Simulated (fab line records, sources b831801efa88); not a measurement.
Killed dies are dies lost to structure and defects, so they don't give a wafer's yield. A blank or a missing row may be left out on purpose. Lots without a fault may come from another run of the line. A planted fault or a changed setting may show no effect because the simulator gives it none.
A struck lot beside a sound one | flow sky130 | 14 steps out of a route of 708
Sound: wafers L424.2, L424.3, L424.5. Struck: wafers L426.1, L426.3, L426.5. The cause comes at the end.
At each step with rows: each side's tool, then ch and its chambers, then its first start. Under that, the readings that differ: sound wafers | struck wafers | difference of the means | sigmas: that difference in standard deviations of wafers without a fault.
alike: readings whose means differ by less than 2 such deviations, and words and numbers that are the same on both sides. not compared: withheld readings, readings that some wafer has no value for, bounds like >300 that may hide the same value, and numbers for which the record gives no deviation and whose values overlap.
The two part at a step that has a row with sigmas, a row that says differs or no value, or rows on one side only. Numbers that don't overlap but have no deviation are shown without sigmas and don't part them. A reading that every wafer of one side lacks parts them only if that side has two wafers or more.

first, 6 steps without rows for these wafers: SKY_PASSIVATION_HMDS_05 (prime time 60 s); SKY_PASSIVATION_COAT_06 (resist thk 3000 nm); SKY_PASSIVATION_SOFTBAKE_07; SKY_PASSIVATION_EXPOSE_08 (exposes mask NSM, target cd 3000 nm); SKY_PASSIVATION_PEB_09; SKY_PASSIVATION_DEVELOP_10 (develop time 60 s).
SKY_PASSIVATION_ETCH_11: etches the open film in CF4/O2, stops on AlCu, target depth 725 nm, time 161.1 s.
  sound on rie_diel-02 ch 0,1,2, day 48 08:59; struck on rie_diel-01 ch 0,1,2, day 48 14:08
  alike: O2_flow_sccm, drypump_motor_current_A, oes_product_au, throttle_valve_pct
  not compared: rf_hours_counter_h
SKY_PASSIVATION_STRIP_12: strips in O2/N2.
  sound on plasma_asher-02 ch 0,1, day 48 09:06; struck on plasma_asher-01 ch 0,1, day 48 14:15
  alike: drypump_motor_current_A, oes_product_au, strip_time_to_endpoint_s
  not compared: rf_hours_counter_h
then, 4 steps without rows for these wafers: SKY_PAD_OPEN_DEHYDRATE_00 (time 60 s); SKY_PAD_OPEN_HMDS_01 (prime time 60 s); SKY_PAD_OPEN_COAT_02 (resist thk 3000 nm); SKY_PAD_OPEN_SOFTBAKE_03.
SKY_PAD_OPEN_EXPOSE_04: exposes mask PDM, target cd 60000 nm.
  sound on iline_stepper-02 ch 0, day 48 17:40; struck on iline_stepper-01, day 48 23:38
  no value came back on the struck wafers for exposure_dose_mJ_cm2, focus_offset_nm (nm), reticle_temp_C (C); on the sound wafers exposure_dose_mJ_cm2 reads 259.90 259.75 259.68
  alike: mask
then, 1 step without rows for these wafers: SKY_PAD_OPEN_PEB_05.

WHERE THEY PART
Only at SKY_PAD_OPEN_EXPOSE_04, within this record.

WHY: what the simulator had put in
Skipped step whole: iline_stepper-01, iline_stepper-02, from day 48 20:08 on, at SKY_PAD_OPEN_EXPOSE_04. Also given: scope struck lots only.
